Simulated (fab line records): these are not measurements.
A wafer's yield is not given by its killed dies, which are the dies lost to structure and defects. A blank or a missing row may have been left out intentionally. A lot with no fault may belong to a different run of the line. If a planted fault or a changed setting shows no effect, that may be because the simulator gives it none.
8D (eight disciplines) problem report, filled in by code ; flow sky130 ; the parts of the form that need people (team, actions taken, sign-off) are left out

## 1. WHAT IS WRONG
Wafers free of any fault read 211.1 (standard deviation 3) for VT_ADJUST_HVTR_TW at SKY_VT_ADJUST_HVTR_TW_MEAS_11, against a mean of 30.4 on 6 wafers of 2 lots. That puts it -60 standard deviations away from the usual mean.
Seen first at day 15 19:13 on film-metro-02, wafer L297.2. The record has a number at this step for 42 wafers belonging to 14 lots. Rule for "out" (also "out of limits"): further than 4 standard deviations from the usual mean. All remaining wafers that have a number are taken as sound.

## 2. WHAT IT IS; WHAT IT IS NOT
question;is;is not
which readings at this step;VT_ADJUST_HVTR_TW;-
which lots;L297, L299;L278, L279, L281, L283, L284, L285, L287, L288, L289, L290, L291, L296
which wafers of those lots;all that have a number;-
read on which gauges;film-metro-02, film-metro-04;film-metro-01
when;from day 15 19:13;up to then (36 sound wafers)

## 3. THE SUSPECTS, EACH WITH WHAT RULES IT OUT
Counting: any tool at a process step up to the reading is kept as a suspect provided that every lot that is out went through it and no sound lot did after the first of them.
- the gauge at SKY_VT_ADJUST_HVTR_TW_MEAS_11 has been ruled out. Those wafers that are out were read across 2 gauges (film-metro-02, film-metro-04).
- litho-track-01 at SKY_VT_ADJUST_HVTR_DEVELOP_06 (develop time 60 s): kept. All lots that are out passed through it, beginning with L297 at day 15 18:40, and no sound lot followed; its final sound lot before that point was L296 at day 15 11:41.
Left after counting: litho-track-01 at SKY_VT_ADJUST_HVTR_DEVELOP_06.

## 4. THE CAUSE (what the simulator had put in)
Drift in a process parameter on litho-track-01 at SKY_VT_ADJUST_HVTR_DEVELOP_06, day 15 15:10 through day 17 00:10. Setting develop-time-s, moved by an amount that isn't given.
Only this tool survived the counting.

## 5. THE CHAIN OF EFFECTS, in route order
One row per reading whose mean, taken over the struck wafers that have a number, lies over 3 standard deviations from the usual. Only readings whose record carries a usual standard deviation are examined. hours: median over the lots of the time between each lot's start at the first step of this table that gives one and its start at this step. sigmas: the change, counted in usual standard deviations.
hours;step;reading;usual;on struck wafers;change;sigmas
0;SKY_VT_ADJUST_HVTR_TW_MEAS_11;VT_ADJUST_HVTR_TW;211.1;30.4;-180.8;-60
Readings that are blank on the struck wafers while sound wafers have them: cd-nm at SKY_VT_ADJUST_HVTR_CD_MEAS_07; VT_ADJUST_HVTR_OVL at SKY_VT_ADJUST_HVTR_OVL_MEAS_08.
At these later measuring or inspecting steps, every struck wafer for which the step has a row has a number for every such reading, and none has moved that far: SKY_SONOS_TUNNEL_OVL_MEAS_08, SKY_SONOS_ONO_THK_MEAS_05.

## 6. WHAT WOULD HAVE CAUGHT IT SOONER
The first out-of-limits reading at a measuring or inspecting step in this record came at day 15 19:13, 4 hours after the fault's start at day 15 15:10.
Between SKY_VT_ADJUST_HVTR_DEVELOP_06 and SKY_VT_ADJUST_HVTR_TW_MEAS_11, SKY_VT_ADJUST_HVTR_CD_MEAS_07 gave no cd-nm and SKY_VT_ADJUST_HVTR_OVL_MEAS_08 gave no VT_ADJUST_HVTR_OVL on the struck wafers, where sound wafers have one: a measuring or inspecting step that comes back empty is itself a sign.
Among the 2 lots that are out, L299 began SKY_VT_ADJUST_HVTR_DEVELOP_06 on litho-track-01 after day 15 19:13. A tool hold placed at that time would have kept it from harm.
